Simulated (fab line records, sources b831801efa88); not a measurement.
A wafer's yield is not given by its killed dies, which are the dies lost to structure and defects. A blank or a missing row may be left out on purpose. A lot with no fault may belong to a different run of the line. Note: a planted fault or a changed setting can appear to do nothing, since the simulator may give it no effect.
fab line records + flow sky130
record:
- lots: 15
- wafers: 45
- last_day: 50
route steps=708 shown METAL2@501 VIA2@529 METAL3@535 CAPM@546
lots that met no fault: taken from a fault-free run of the same line
start_h: hours from the record's first day to the start of the lot's first wafer shown + wait_h: how many hours have passed since the lot's step before this one + " same as the row above + L1.1+2: a row that stands for several wafers + - no value present, or no start provided + * or withheld: withheld + < > ~ a bound
route shown NAME@n: NAME is a module with steps in the file, n the number in the route of the first one + usual: mean/standard deviation of fault-free wafers + same: alike in all rows + chamber/n: place in a boat + sites: each site's reading + _std_site: their standard deviation + _edge_site: the outer-site mean with the inner-site mean subtracted + radius_mm: how far each site lies from the wafer's centre + mask NAME#n: copy n + behind: tool/chamber where the wafer was last shaped + hold: the reason the lot was held/the length of the hold in hours/how it ended + device: names the non-switching transistor (n, p or np) + end of line: the same wafers' tests at the end of the route + a step with no rows: only its recipe + killed: dies lost to structure and defects at the first sort, not the wafer's yield + map: a wafer's dies, marking killed ones x, the rest . and places with no die _
set.NAME: setting as actually run; set.NAME@STEP: the setting as run at that earlier step + model.NAME: the simulator's own value behind a step, which no gauge read
the route's steps for a sample of lots (tables are steps, rows are wafers)
services: the hour from which a tool's chamber was out of use, counted from the record's first day as start_h (under 0 if before that day), plus the number of hours and why
== steps ==
step: SKY_METAL2_ETCH_18
recipe:
- chemistry: N2/H2
- target: BARC
- ion_energy_ev: 200
- bias_w: 100
- pressure_mtorr: 30
- n2_flow_sccm: 100
- h2_flow_sccm: 200
- icp_w: 500
- stop_on: SiO2
- time_s: 45.9
- target_depth_a: 600
usual:
- drypump_motor_current_A: 6.0/0.33
- oes_product_au: 0.856/0.0044
- throttle_valve_pct: 13.224/0.01
same:
- time_s: 45.9
| lot.wafer | tool         | chamber | start_h | wait_h | drypump_motor_current_A | oes_product_au | rf_hours_counter_h | throttle_valve_pct |
|-----------|--------------|---------|---------|--------|-------------------------|----------------|--------------------|--------------------|
| L628.1    | rie_metal-01 | 1       | 833.93  | 0.0    | 6.2                     | 0.861          | 16                 | 13.212             |
| L628.4    | "            | 0       | "       | "      | 5.7                     | 0.855          | -                  | 13.215             |
| L628.5    | "            | 0       | "       | "      | 5.7                     | 0.856          | -                  | 13.229             |
| L627.3    | rie_metal-01 | 1       | 835.97  | 0.0    | 6.2                     | 0.852          | -                  | 13.213             |
| L627.4    | "            | 0       | "       | "      | 5.7                     | 0.851          | -                  | 13.214             |
| L627.6    | "            | 0       | "       | "      | 5.7                     | 0.858          | -                  | 13.231             |
| L629.1    | rie_metal-03 | 0       | 841.10  | 0.0    | 6.4                     | 0.851          | 5                  | 13.226             |
| L629.4    | "            | 1       | "       | "      | 6.3                     | 0.852          | -                  | 13.207             |
| L629.6    | "            | 1       | "       | "      | 6.3                     | 0.860          | -                  | 13.237             |
| L630.2    | rie_metal-02 | 1       | 842.65  | 0.0    | 5.6                     | 0.855          | 14                 | 13.235             |
| L630.3    | "            | 1       | "       | "      | 5.5                     | 0.853          | -                  | 13.232             |
| L630.6    | "            | 0       | "       | "      | 6.3                     | 0.862          | -                  | 13.218             |
| L632.1    | rie_metal-02 | 1       | 857.55  | 0.0    | 5.5                     | 0.853          | 15                 | 13.223             |
| L632.3    | "            | 0       | "       | "      | 6.3                     | 0.854          | -                  | 13.231             |
| L632.5    | "            | 1       | "       | "      | 5.5                     | 0.863          | -                  | 13.228             |
| L633.2    | rie_metal-01 | 0       | 870.07  | 0.1    | 5.7                     | 0.850          | -                  | 13.227             |
| L633.5    | "            | 0       | "       | "      | 5.7                     | 0.856          | -                  | 13.221             |
| L633.6    | "            | 0       | "       | "      | 5.7                     | 0.855          | -                  | 13.230             |
| L634.1    | rie_metal-02 | 0       | 880.30  | 0.0    | 6.3                     | 0.844          | 2                  | 13.219             |
| L634.2    | "            | 1       | "       | "      | 5.6                     | 0.851          | 16                 | 13.230             |
| L634.5    | "            | 0       | "       | "      | 6.3                     | 0.854          | -                  | 13.215             |
| L637.1    | rie_metal-03 | 0       | 902.17  | 0.0    | 6.4                     | 0.862          | 7                  | 13.222             |
| L637.2    | "            | 1       | "       | "      | 6.3                     | 0.862          | 10                 | 13.215             |
| L637.6    | "            | 1       | "       | "      | 6.3                     | 0.859          | -                  | 13.238             |
| L642.2    | rie_metal-02 | 0       | 933.82  | 0.0    | 6.2                     | 0.851          | 4                  | 13.234             |
| L642.3    | "            | 0       | "       | "      | 6.2                     | 0.851          | -                  | 13.223             |
| L642.6    | "            | 0       | "       | "      | 6.2                     | 0.853          | -                  | 13.209             |
| L643.1    | rie_metal-01 | 1       | 944.18  | 0.0    | 6.2                     | 0.847          | 3                  | 13.214             |
| L643.2    | "            | 0       | "       | "      | 5.7                     | 0.848          | 10                 | 13.217             |
| L643.6    | "            | 0       | "       | "      | 5.7                     | 0.853          | -                  | 13.208             |
| L644.1    | rie_metal-02 | 1       | 947.88  | 0.0    | 5.6                     | 0.851          | 19                 | 13.217             |
| L644.5    | "            | 1       | "       | "      | 5.5                     | 0.856          | -                  | 13.224             |
| L644.6    | "            | 0       | "       | "      | 6.3                     | 0.852          | -                  | 13.240             |
| L647.2    | rie_metal-03 | 0       | 962.93  | 0.0    | 6.4                     | 0.857          | 10                 | 13.211             |
| L647.3    | "            | 1       | "       | "      | 6.3                     | 0.853          | -                  | 13.214             |
| L647.5    | "            | 0       | "       | "      | 6.4                     | 0.855          | -                  | 13.215             |
| L648.2    | rie_metal-01 | 0       | 969.57  | 0.0    | 5.7                     | 0.856          | 11                 | 13.207             |
| L648.3    | "            | 0       | "       | "      | 5.7                     | 0.859          | -                  | 13.202             |
| L648.5    | "            | 0       | "       | "      | 5.7                     | 0.856          | -                  | 13.226             |
| L649.1    | rie_metal-02 | 0       | 981.87  | 0.0    | 6.2                     | 0.859          | 5                  | 13.229             |
| L649.3    | "            | 1       | "       | "      | 5.6                     | 0.856          | -                  | 13.219             |
| L649.4    | "            | 0       | "       | "      | 6.3                     | 0.853          | -                  | 13.231             |
| L650.1    | rie_metal-03 | 1       | 985.97  | 0.0    | 6.3                     | 0.861          | 14                 | 13.212             |
| L650.2    | "            | 0       | "       | "      | 6.4                     | 0.853          | 11                 | 13.210             |
| L650.4    | "            | 0       | "       | "      | 6.4                     | 0.863          | -                  | 13.229             |
step: SKY_VIA2_RS_MEAS_22
recipe:
- thk_meas_gauge: four-point-probe
- reads: W_of_VIA2_CVD_21+TiN_of_VIA2_SPUTTER_20
usual:
- VIA2_W_RS: 0.273/0.0031
| lot.wafer | tool          | chamber | start_h | wait_h | VIA2_W_RS[ohm/sq] |
|-----------|---------------|---------|---------|--------|-------------------|
| L628.1    | film_metro-03 | -       | 862.23  | 0.1    | 0.273             |
| L628.4    | "             | -       | "       | "      | 0.278             |
| L628.5    | "             | -       | "       | "      | 0.278             |
| L627.3    | film_metro-01 | -       | 864.40  | 0.1    | 0.271             |
| L627.4    | "             | -       | "       | "      | 0.272             |
| L627.6    | "             | -       | "       | "      | 0.276             |
| L629.1    | film_metro-03 | -       | 869.41  | 0.1    | 0.270             |
| L629.4    | "             | -       | "       | "      | 0.268             |
| L629.6    | "             | -       | "       | "      | 0.274             |
| L630.2    | film_metro-03 | -       | 871.06  | 0.1    | 0.273             |
| L630.3    | "             | -       | "       | "      | 0.271             |
| L630.6    | "             | -       | "       | "      | 0.274             |
| L632.1    | film_metro-01 | -       | 884.29  | 0.1    | 0.274             |
| L632.3    | "             | -       | "       | "      | 0.278             |
| L632.5    | "             | -       | "       | "      | 0.273             |
| L633.2    | film_metro-04 | -       | 897.12  | 0.1    | 0.273             |
| L633.5    | "             | -       | "       | "      | 0.274             |
| L633.6    | "             | -       | "       | "      | 0.273             |
| L634.1    | film_metro-04 | -       | 908.00  | 0.1    | 0.275             |
| L634.2    | "             | -       | "       | "      | 0.276             |
| L634.5    | "             | -       | "       | "      | 0.276             |
| L637.1    | film_metro-01 | -       | 928.04  | 0.1    | 0.275             |
| L637.2    | "             | -       | "       | "      | 0.270             |
| L637.6    | "             | -       | "       | "      | 0.271             |
| L642.2    | film_metro-04 | -       | 959.90  | 0.1    | 0.269             |
| L642.3    | "             | -       | "       | "      | 0.268             |
| L642.6    | "             | -       | "       | "      | 0.272             |
| L643.1    | film_metro-04 | -       | 970.09  | 0.1    | 0.277             |
| L643.2    | "             | -       | "       | "      | 0.272             |
| L643.6    | "             | -       | "       | "      | 0.275             |
| L644.1    | film_metro-04 | -       | 973.81  | 0.1    | 0.271             |
| L644.5    | "             | -       | "       | "      | 0.273             |
| L644.6    | "             | -       | "       | "      | 0.279             |
| L647.2    | film_metro-04 | -       | 989.32  | 0.1    | 0.274             |
| L647.3    | "             | -       | "       | "      | 0.274             |
| L647.5    | "             | -       | "       | "      | 0.272             |
| L648.2    | film_metro-04 | -       | 995.61  | 0.1    | 0.272             |
| L648.3    | "             | -       | "       | "      | 0.278             |
| L648.5    | "             | -       | "       | "      | 0.270             |
| L649.1    | film_metro-03 | -       | 1006.14 | 0.1    | 0.274             |
| L649.3    | "             | -       | "       | "      | 0.277             |
| L649.4    | "             | -       | "       | "      | 0.274             |
| L650.1    | film_metro-04 | -       | 1009.51 | 0.1    | 0.272             |
| L650.2    | "             | -       | "       | "      | 0.273             |
| L650.4    | "             | -       | "       | "      | 0.274             |
step: SKY_METAL3_SPUTTER_03
recipe:
- material: Ti
- target_thk_nm: 5
- power_w: 3000
- time_s: 3.3
- chamber_pressure_pa: 0.4
usual:
- cathode_dc_power_W: 3000.0/0.52
- throttle_valve_pct: 29.2/1.2
same:
- time_s: 3.3
| lot.wafer | tool           | chamber | start_h | wait_h | cathode_dc_power_W | throttle_valve_pct |
|-----------|----------------|---------|---------|--------|--------------------|--------------------|
| L628.1    | pvd_sputter-03 | -       | 862.79  | 0.0    | 3000.2             | 28.8               |
| L628.4    | "              | -       | "       | "      | 2999.5             | 30.7               |
| L628.5    | "              | -       | "       | "      | 3000.0             | 30.7               |
| L627.3    | pvd_sputter-03 | -       | 864.93  | 0.0    | 3000.7             | 28.3               |
| L627.4    | "              | -       | "       | "      | 3000.6             | 28.5               |
| L627.6    | "              | -       | "       | "      | 3000.1             | 30.6               |
| L629.1    | pvd_sputter-02 | -       | 869.98  | 0.0    | 3000.7             | 29.5               |
| L629.4    | "              | -       | "       | "      | 2999.9             | 26.9               |
| L629.6    | "              | -       | "       | "      | 2999.4             | 29.4               |
| L630.2    | pvd_sputter-03 | -       | 871.61  | 0.0    | 2999.4             | 28.0               |
| L630.3    | "              | -       | "       | "      | 3001.0             | 29.5               |
| L630.6    | "              | -       | "       | "      | 3000.3             | 29.5               |
| L632.1    | pvd_sputter-01 | -       | 884.85  | 0.0    | 3000.1             | 29.0               |
| L632.3    | "              | -       | "       | "      | 3000.6             | 28.2               |
| L632.5    | "              | -       | "       | "      | 2999.6             | 28.2               |
| L633.2    | pvd_sputter-02 | -       | 897.66  | 0.0    | 2999.7             | 29.6               |
| L633.5    | "              | -       | "       | "      | 3000.6             | 29.1               |
| L633.6    | "              | -       | "       | "      | 3000.0             | 30.3               |
| L634.1    | pvd_sputter-03 | -       | 908.57  | 0.0    | 2999.3             | 30.6               |
| L634.2    | "              | -       | "       | "      | 3000.3             | 29.7               |
| L634.5    | "              | -       | "       | "      | 3000.8             | 29.3               |
| L637.1    | pvd_sputter-02 | -       | 928.61  | 0.0    | 2999.8             | 29.3               |
| L637.2    | "              | -       | "       | "      | 3000.2             | 30.5               |
| L637.6    | "              | -       | "       | "      | 2999.6             | 31.5               |
| L642.2    | pvd_sputter-01 | -       | 960.44  | 0.0    | 3000.1             | 28.6               |
| L642.3    | "              | -       | "       | "      | 3000.1             | 29.6               |
| L642.6    | "              | -       | "       | "      | 3000.3             | 28.1               |
| L643.1    | pvd_sputter-03 | -       | 970.65  | 0.0    | 2999.8             | 30.6               |
| L643.2    | "              | -       | "       | "      | 3000.5             | 28.4               |
| L643.6    | "              | -       | "       | "      | 2999.2             | 29.2               |
| L644.1    | pvd_sputter-02 | -       | 974.37  | 0.0    | 2999.7             | 29.0               |
| L644.5    | "              | -       | "       | "      | 3000.3             | 30.5               |
| L644.6    | "              | -       | "       | "      | 3000.9             | 31.3               |
| L647.2    | pvd_sputter-01 | -       | 989.89  | 0.0    | 3000.0             | 29.8               |
| L647.3    | "              | -       | "       | "      | 2999.6             | 28.2               |
| L647.5    | "              | -       | "       | "      | 3000.8             | 29.3               |
| L648.2    | pvd_sputter-01 | -       | 996.16  | 0.0    | 2999.7             | 29.8               |
| L648.3    | "              | -       | "       | "      | 3000.9             | 28.4               |
| L648.5    | "              | -       | "       | "      | 3000.4             | 28.8               |
| L649.1    | pvd_sputter-01 | -       | 1006.70 | 0.0    | 3000.3             | 29.1               |
| L649.3    | "              | -       | "       | "      | 3000.9             | 28.2               |
| L649.4    | "              | -       | "       | "      | 2999.9             | 29.9               |
| L650.1    | pvd_sputter-01 | -       | 1010.08 | 0.0    | 2999.9             | 28.0               |
| L650.2    | "              | -       | "       | "      | 2999.9             | 28.5               |
| L650.4    | "              | -       | "       | "      | 3000.1             | 29.4               |
step: SKY_CAPM_EXPOSE_09
recipe:
- mask_id: CAPM
- na: 0.6
- source_shape: conventional
- sigma_outer: 0.6
- polarization: unpolarized
- target_cd_nm: 1000
- dose_mj: 159
usual:
- exposure_dose_mJ_cm2: 159.02/0.15
- focus_offset_nm: 0.0/0.51
| lot.wafer | tool             | chamber | start_h | wait_h | mask   | exposure_dose_mJ_cm2 | focus_offset_nm |
|-----------|------------------|---------|---------|--------|--------|----------------------|-----------------|
| L628.1    | iline_stepper-01 | 0       | 875.25  | -      | CAPM#0 | 159.32               | 0.3             |
| L628.4    | "                | 0       | "       | "      | CAPM#0 | 159.17               | -0.2            |
| L628.5    | "                | 0       | "       | "      | CAPM#0 | 159.19               | -0.6            |
| L627.3    | iline_stepper-02 | 0       | 877.14  | -      | CAPM#0 | 158.93               | 0.6             |
| L627.4    | "                | 0       | "       | "      | CAPM#0 | 159.04               | 0.5             |
| L627.6    | "                | 0       | "       | "      | CAPM#0 | 159.07               | -0.1            |
| L629.1    | iline_stepper-02 | 0       | 883.02  | -      | CAPM#0 | 158.95               | 0.4             |
| L629.4    | "                | 0       | "       | "      | CAPM#0 | 159.06               | 0.3             |
| L629.6    | "                | 0       | "       | "      | CAPM#0 | 158.98               | -0.1            |
| L630.2    | iline_stepper-01 | 0       | 884.79  | -      | CAPM#0 | 158.88               | -0.4            |
| L630.3    | "                | 0       | "       | "      | CAPM#0 | 159.08               | 0.1             |
| L630.6    | "                | 0       | "       | "      | CAPM#0 | 159.03               | 0.2             |
| L632.1    | iline_stepper-02 | 0       | 896.83  | -      | CAPM#0 | 158.98               | 0.1             |
| L632.3    | "                | 0       | "       | "      | CAPM#0 | 158.97               | -0.3            |
| L632.5    | "                | 0       | "       | "      | CAPM#0 | 158.83               | 0.5             |
| L633.2    | iline_stepper-02 | 0       | 910.91  | -      | CAPM#0 | 158.81               | 0.2             |
| L633.5    | "                | 0       | "       | "      | CAPM#0 | 158.90               | -0.4            |
| L633.6    | "                | 0       | "       | "      | CAPM#0 | 159.09               | 0.6             |
| L634.1    | iline_stepper-02 | 0       | 920.18  | -      | CAPM#0 | 158.93               | -0.1            |
| L634.2    | "                | 0       | "       | "      | CAPM#0 | 158.79               | -0.5            |
| L634.5    | "                | 0       | "       | "      | CAPM#0 | 159.03               | -1.1            |
| L637.1    | iline_stepper-02 | 0       | 941.34  | -      | CAPM#0 | 159.06               | -0.3            |
| L637.2    | "                | 0       | "       | "      | CAPM#0 | 159.02               | 0.5             |
| L637.6    | "                | 0       | "       | "      | CAPM#0 | 159.04               | -0.6            |
| L642.2    | iline_stepper-01 | -       | 971.55  | -      | CAPM#0 | -                    | -               |
| L642.3    | "                | -       | "       | "      | CAPM#0 | -                    | -               |
| L642.6    | "                | -       | "       | "      | CAPM#0 | -                    | -               |
| L643.1    | iline_stepper-01 | -       | 989.59  | -      | CAPM#0 | -                    | -               |
| L643.2    | "                | -       | "       | "      | CAPM#0 | -                    | -               |
| L643.6    | "                | -       | "       | "      | CAPM#0 | -                    | -               |
| L644.1    | iline_stepper-01 | -       | 990.41  | -      | CAPM#0 | -                    | -               |
| L644.5    | "                | -       | "       | "      | CAPM#0 | -                    | -               |
| L644.6    | "                | -       | "       | "      | CAPM#0 | -                    | -               |
| L647.2    | iline_stepper-02 | 0       | 1000.69 | -      | CAPM#0 | 159.02               | -0.4            |
| L647.3    | "                | 0       | "       | "      | CAPM#0 | 159.11               | -0.6            |
| L647.5    | "                | 0       | "       | "      | CAPM#0 | 158.87               | -0.6            |
| L648.2    | iline_stepper-02 | 0       | 1008.00 | -      | CAPM#0 | 158.90               | 0.5             |
| L648.3    | "                | 0       | "       | "      | CAPM#0 | 158.90               | 0.1             |
| L648.5    | "                | 0       | "       | "      | CAPM#0 | 158.89               | 0.7             |
| L649.1    | iline_stepper-02 | 0       | 1018.70 | -      | CAPM#0 | 159.05               | -0.3            |
| L649.3    | "                | 0       | "       | "      | CAPM#0 | 159.16               | -0.4            |
| L649.4    | "                | 0       | "       | "      | CAPM#0 | 159.15               | 0.1             |
| L650.1    | iline_stepper-01 | 0       | 1021.72 | -      | CAPM#0 | 159.03               | 0.0             |
| L650.2    | "                | 0       | "       | "      | CAPM#0 | 159.12               | -0.1            |
| L650.4    | "                | 0       | "       | "      | CAPM#0 | 159.10               | -0.8            |
== services ==
| tool             | chamber | start_h | hours | kind           |
|------------------|---------|---------|-------|----------------|
| pvd_sputter-01   | -       | 817.62  | 2.1   | repair         |
| rie_metal-03     | 0       | 822.05  | 2.0   | repair         |
| iline_stepper-02 | 0       | 822.70  | -     | calibration    |
| pvd_sputter-03   | -       | 825.72  | 3.5   | repair         |
| iline_stepper-01 | -       | 833.16  | 11.0  | repair         |
| iline_stepper-01 | -       | 846.43  | 9.5   | repair         |
| pvd_sputter-03   | -       | 851.53  | 0.9   | repair         |
| iline_stepper-01 | -       | 860.30  | 1.7   | pm             |
| rie_metal-02     | 0       | 867.76  | 8.7   | repair         |
| rie_metal-01     | 1       | 868.50  | -     | clean          |
| rie_metal-01     | 1       | 868.50  | 18.3  | scheduled_down |
| rie_metal-01     | 1       | 868.50  | 18.3  | vent_cycle     |
| pvd_sputter-02   | -       | 880.29  | 3.3   | repair         |
| rie_metal-02     | 0       | 885.15  | 6.8   | repair         |
| iline_stepper-01 | 0       | 902.09  | -     | calibration    |
| iline_stepper-02 | -       | 938.70  | 1.7   | pm             |
| rie_metal-03     | -       | 947.44  | 2.8   | pm             |
| iline_stepper-02 | -       | 976.21  | 14.2  | repair         |
| iline_stepper-01 | -       | 980.60  | 8.6   | repair         |
| rie_metal-02     | 1       | 990.78  | -     | clean          |
| rie_metal-02     | 1       | 990.78  | 13.7  | scheduled_down |
| rie_metal-02     | 1       | 990.78  | 13.7  | vent_cycle     |
| pvd_sputter-03   | -       | 1003.82 | 0.9   | repair         |
| rie_metal-03     | -       | 1005.45 | 28.1  | pm             |
== key ==
first_sign:
- step: SKY_CAPM_EXPOSE_09
- reading: tool_record
- direction: missing
effect none on later readings
met_at SKY_CAPM_EXPOSE_09
struck_lots L642,L643,L644
later_rows_left_out L642.2,L642.3,L642.6,L643.1,L643.2,L643.6,L644.1,L644.5,L644.6
sort_left_out L642.2,L642.3,L642.6,L643.1,L643.2,L643.6,L644.1,L644.5,L644.6
not_acting_at SKY_METAL2_ETCH_18,SKY_VIA2_RS_MEAS_22,SKY_METAL3_SPUTTER_03
onset_between 884.79 971.55
fault:
- kind: skipped_step_whole
- tool: iline_stepper-01
- chamber: -
- onset_h: 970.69
- steps: SKY_CAPM_EXPOSE_09
- scope: struck_lots_only
sort_left_out: the simulated sort isn't trusted on such a fault, so these wafers' sort isn't shown, and their yield isn't known
later_rows_left_out: the simulator's readings of these wafers behind a module that went badly wrong aren't trusted and aren't shown, but for the sort
